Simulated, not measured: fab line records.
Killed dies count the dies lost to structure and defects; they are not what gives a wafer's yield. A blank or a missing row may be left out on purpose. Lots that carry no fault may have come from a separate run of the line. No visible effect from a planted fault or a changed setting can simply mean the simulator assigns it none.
Which of the tools did it? | flow gf180mcu | 12 lots, 36 wafers sampled, at 4 steps of a route of 602

WHAT THE GAUGES SHOWED, per wafer
GF_V1_THK_MEAS_03. Usual: V1_CVD_02_THK 849 nm, standard deviation 13.
lot  | measured     | on           | V1_CVD_02_THK (nm)      | flag
L617 | day 16 22:35 | filmMetro-02 | 838 857 861             | 
L618 | day 17 04:53 | filmMetro-04 | 839 871 857             | 
L621 | day 18 14:05 | filmMetro-03 | 852 832 857             | 
L622 | day 18 23:16 | filmMetro-04 | 847 837 860             | 
L623 | day 19 10:41 | filmMetro-04 | 835 847 849             | 
L624 | day 19 20:27 | filmMetro-02 | 858 853 840             | 
L625 | day 20 14:33 | filmMetro-04 | 829 855 847             | 
L626 | day 21 11:43 | filmMetro-04 | 885 867 857 883 866 858 | 
L636 | day 24 01:23 | filmMetro-02 | 838 876 845             | 
L637 | day 24 09:47 | filmMetro-04 | 846 843 860             | 
L639 | day 25 03:05 | filmMetro-03 | 856 859 875             | 
L640 | day 25 07:16 | filmMetro-02 | 864 853 879             | 

GF_V1_BOW_MEAS_05. Usual: V1_BOW 84 um, standard deviation 7.7.
lot  | measured     | on           | V1_BOW (um) | flag
L617 | day 16 22:57 | filmMetro-03 | 88 94 85    | 
L618 | day 17 05:15 | filmMetro-03 | 87 84 86    | 
L621 | day 18 14:27 | filmMetro-02 | 96 88 96    | 
L622 | day 18 23:38 | filmMetro-04 | 72 100 86   | 
L623 | day 19 11:11 | filmMetro-03 | 78 89 90    | 
L624 | day 19 20:50 | filmMetro-03 | 95 88 96    | 
L625 | day 20 14:55 | filmMetro-02 | 79 81 74    | 
L626 | day 21 15:50 | filmMetro-03 | 92 93 83    | 
L636 | day 24 01:45 | filmMetro-02 | 88 73 90    | 
L637 | day 24 10:09 | filmMetro-04 | 84 79 91    | 
L639 | day 25 03:28 | filmMetro-04 | 77 85 88    | 
L640 | day 25 07:38 | filmMetro-02 | 83 77 98    | 

WHICH TOOL RAN EACH LOT (tool, then ch and the chambers of the sampled wafers, then the start)
lot  | GF_M1_SPUTTER_04            | GF_V1_CVD_02
L617 | pvdSputter-03, day 15 23:12 | pecvd-03 ch 0,1,2, day 16 22:30
L618 | pvdSputter-02, day 16 05:00 | pecvd-02 ch 1,2, day 17 04:49
L621 | pvdSputter-04, day 17 13:14 | pecvd-02 ch 0,1,2, day 18 14:00
L622 | pvdSputter-03, day 17 22:20 | pecvd-03 ch 0,2, day 18 23:12
L623 | pvdSputter-03, day 18 10:08 | pecvd-04 ch 0,2, day 19 10:36
L624 | pvdSputter-04, day 18 18:28 | pecvd-03 ch 0,1,2, day 19 20:23
L625 | pvdSputter-03, day 19 13:05 | pecvd-03 ch 0,1,2, day 20 14:28
L626 | pvdSputter-03, day 20 10:48 | pecvd-03 ch 0,1,2, day 21 11:39
L636 | pvdSputter-04, day 23 01:50 | pecvd-02 ch 0,1,2, day 24 01:19
L637 | pvdSputter-03, day 23 10:00 | pecvd-04 ch 0,1, day 24 09:43
L639 | pvdSputter-03, day 24 04:56 | pecvd-03 ch 0,1, day 25 03:01
L640 | pvdSputter-04, day 24 08:28 | pecvd-02 ch 1,2, day 25 07:10
- GF_M1_SPUTTER_04: material TiN, target thk 50 nm, time 41.7 s.
- GF_V1_CVD_02: deposits SiO2 from TEOS, target thk 850 nm, time 94.851 s.

WHAT THE TOOLS THEMSELVES READ (means of the sampled wafers that have a number; where no wafer has one, the mark that the record gives instead)
GF_M1_SPUTTER_04. Usual: throttleValvePct at 29.6 %, with a standard deviation of 0.6.
lot  | tool          | throttleValvePct (%) | flag
L617 | pvdSputter-03 | 29.3                 | 
L618 | pvdSputter-02 | 28.8                 | 
L621 | pvdSputter-04 | 29.8                 | 
L622 | pvdSputter-03 | 29.1                 | 
L623 | pvdSputter-03 | 29.1                 | 
L624 | pvdSputter-04 | 30.2                 | 
L625 | pvdSputter-03 | 29.4                 | 
L626 | pvdSputter-03 | 29.2                 | 
L636 | pvdSputter-04 | 30.1                 | 
L637 | pvdSputter-03 | 29.5                 | 
L639 | pvdSputter-03 | 29.1                 | 
L640 | pvdSputter-04 | 29.9                 | 

GF_V1_CVD_02. Usual: heaterPowerW 627 W, standard deviation 95; runLengthS 122.9 s, standard deviation 0.55.
lot  | tool     | heaterPowerW (W) | runLengthS (s) | flag
L617 | pecvd-03 | 621              | 123.0          | 
L618 | pecvd-02 | 622              | 122.5          | 
L621 | pecvd-02 | 633              | 123.1          | 
L622 | pecvd-03 | 618              | 123.1          | 
L623 | pecvd-04 | 531              | 122.5          | 
L624 | pecvd-03 | 639              | 123.2          | 
L625 | pecvd-03 | 630              | 123.0          | 
L626 | pecvd-03 | 573              | 124.4          | 
L636 | pecvd-02 | 639              | 122.7          | 
L637 | pecvd-04 | 672              | 122.8          | 
L639 | pecvd-03 | 626              | 123.1          | 
L640 | pecvd-02 | 561              | 122.6          | 

THE ANSWER, worked out from the rows above alone
Rule: lot off if the mean of its wafers having a number is beyond 3 standard deviations from the usual mean. A lot without any number at a reading at which 4 lots or more have one is off too. Any other lot the step has rows for is counted as sound. First the gauges in route order, then the tools' own readings, where a lot's mean is used as printed above. The first step at which some lot is off is used, and at that step the reading that is off furthest; a lot without a number counts as furthest.
No lot is off on any of the readings shown, so nothing can be concluded from this.

WHAT THE SIMULATOR HAD INSERTED
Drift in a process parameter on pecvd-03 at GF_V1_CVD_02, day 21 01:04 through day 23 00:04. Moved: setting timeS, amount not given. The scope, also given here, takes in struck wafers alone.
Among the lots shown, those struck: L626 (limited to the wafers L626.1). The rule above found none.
